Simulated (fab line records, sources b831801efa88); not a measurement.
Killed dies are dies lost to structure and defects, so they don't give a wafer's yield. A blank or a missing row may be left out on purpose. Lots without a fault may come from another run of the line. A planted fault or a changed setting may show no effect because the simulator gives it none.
Chamber matching | flow gf180mcu | GF_V5_CMP_04 on cmp-02: 4 sister chambers
The step polishes SiO2. 4 wafers are shown with their chamber, then 8 later ones without.

WAFERS WITH THEIR CHAMBER
wafer  | chamber | motor_current_A (A)
L202.6 | 1       | 11.2
L210.1 | 2       | 13.1
L210.3 | 3       | 12.9
L211.1 | 0       | 12.8

WAFERS WITHOUT THEIR CHAMBER
wafer  | motor_current_A (A)
L211.4 | 14.0
L211.5 | 12.5
L216.3 | 13.2
L216.4 | 11.4
L216.6 | 12.7
L218.2 | 11.5
L218.5 | 12.5
L218.6 | 12.6

WHICH CHAMBER EACH WENT THROUGH
wafer  | from the rows above          | in truth
L211.4 | can't be placed: 2 or 3 or 0 | 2
L211.5 | can't be placed: 0 or 3 or 2 | 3
L216.3 | can't be placed: 2 or 3 or 0 | 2
L216.4 | 1                            | 1
L216.6 | can't be placed: 0 or 3 or 2 | 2
L218.2 | 1                            | 1
L218.5 | can't be placed: 0 or 3 or 2 | 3
L218.6 | can't be placed: 0 or 3 or 2 | 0
Placed correctly: 2 of 8. Can't be placed from these rows: 6 (the true chamber is among the candidates in 6). Placed wrongly: 0.
How it was worked out, from the rows above alone: a wafer's distance from a chamber is the root of the sum, over the readings, of the square of ((its reading less the chamber's mean) divided by the reading's scatter). The wafer belongs to the nearest chamber; if the next one is less than 2 further off, it can't be placed. A chamber's mean is the mean of its shown wafers. The scatter: with one shown wafer a chamber, the root of the mean of the squares of how far each hidden wafer lies from its nearest shown one.
